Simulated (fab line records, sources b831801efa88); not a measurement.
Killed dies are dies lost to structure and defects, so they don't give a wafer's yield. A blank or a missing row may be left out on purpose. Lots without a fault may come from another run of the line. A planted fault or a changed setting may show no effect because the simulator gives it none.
Which tool did it? | flow sky130 | 12 lots, 36 wafers sampled, at 2 steps of a route of 708

WHAT THE GAUGES READ, wafer by wafer
SKY_NWELL_OVL_MEAS_23. Usual: NWELL_01_OVL -0.5 nm, standard deviation 1.4.
lot  | measured     | on         | NWELL_01_OVL (nm) | flag
L656 | day 5 08:15  | overlay-01 | 0.7 1.2 0.3       |
L658 | day 6 02:04  | overlay-01 | 0.6 -0.9 1.6      |
L659 | day 6 07:56  | overlay-01 | 3.5 2.0 1.7       |
L660 | day 6 11:33  | overlay-01 | -1.2 -2.9 -1.8    |
L662 | day 6 22:03  | overlay-01 | -1.5 -1.8 -3.8    |
L664 | day 7 10:55  | overlay-02 | 0.5 2.3 0.6       |
L667 | day 8 08:05  | overlay-01 | -0.6 0.8 0.6      |
L672 | day 9 09:27  | overlay-02 | -0.2 -1.4 -0.9    |
L673 | day 9 18:50  | overlay-02 | -0.5 -3.7 -0.9    |
L675 | day 10 03:58 | overlay-01 | -3.0 -4.4 -4.2    |
L676 | day 10 12:08 | overlay-02 | 1.5 0.7 1.1       |
L678 | day 10 21:53 | overlay-02 | -0.8 -1.4 -1.0    |

SKY_SONOS_TUNNEL_OVL_MEAS_08. Usual: SONOS_TUNNEL_OVL 0.2 nm, standard deviation 1.4.
lot  | measured     | on         | SONOS_TUNNEL_OVL (nm) | flag
L656 | day 11 15:23 | overlay-01 | 0.0 -1.4 -1.6         |
L658 | day 12 12:55 | overlay-02 | -0.5 -0.4 0.3         |
L659 | day 12 19:44 | overlay-02 | 1.0 -0.5 1.5          |
L660 | day 12 23:14 | overlay-02 | -1.8 -0.7 -2.0        |
L662 | day 13 14:01 | overlay-02 | 1.9 2.6 1.5           |
L664 | day 14 06:32 | overlay-02 | 2.5 2.2 2.4           |
L667 | day 15 09:35 | overlay-01 | -2.6 -3.3 -2.3        |
L672 | day 16 17:31 | overlay-02 | 0.2 -0.3 -0.8         |
L673 | day 17 05:46 | overlay-02 | 1.8 1.2 -0.4          |
L675 | day 17 15:59 | overlay-01 | 0.4 -2.4 0.2          |
L676 | day 18 02:32 | overlay-02 | 1.5 1.9 1.1           |
L678 | day 18 15:25 | overlay-02 | 0.2 1.4 -0.1          |

WHICH TOOL RAN EACH LOT (tool, then ch and the chambers of the sampled wafers, then the start)
The record holds no process step before these readings.

WHAT THE TOOLS THEMSELVES READ (means of the sampled wafers that have a number; where no wafer has one, the mark that the record gives instead)
The record holds no such reading with a usual standard deviation.

THE ANSWER, worked out from the rows above alone
Rule: a lot is off if the mean of its wafers that have a number lies more than 3 standard deviations from the usual mean. A lot without any number at a reading at which 4 lots or more have one is off too. The other lots that the step has rows for count as sound. The gauges are gone through in route order, then the tools' own readings, and for those a lot's mean is taken as printed above. The first step at which some lot is off is used, and at that step the reading that is off furthest; a lot without a number counts as furthest.
No lot is off at any reading shown: from this, nothing can be told.

WHAT THE SIMULATOR HAD PUT IN
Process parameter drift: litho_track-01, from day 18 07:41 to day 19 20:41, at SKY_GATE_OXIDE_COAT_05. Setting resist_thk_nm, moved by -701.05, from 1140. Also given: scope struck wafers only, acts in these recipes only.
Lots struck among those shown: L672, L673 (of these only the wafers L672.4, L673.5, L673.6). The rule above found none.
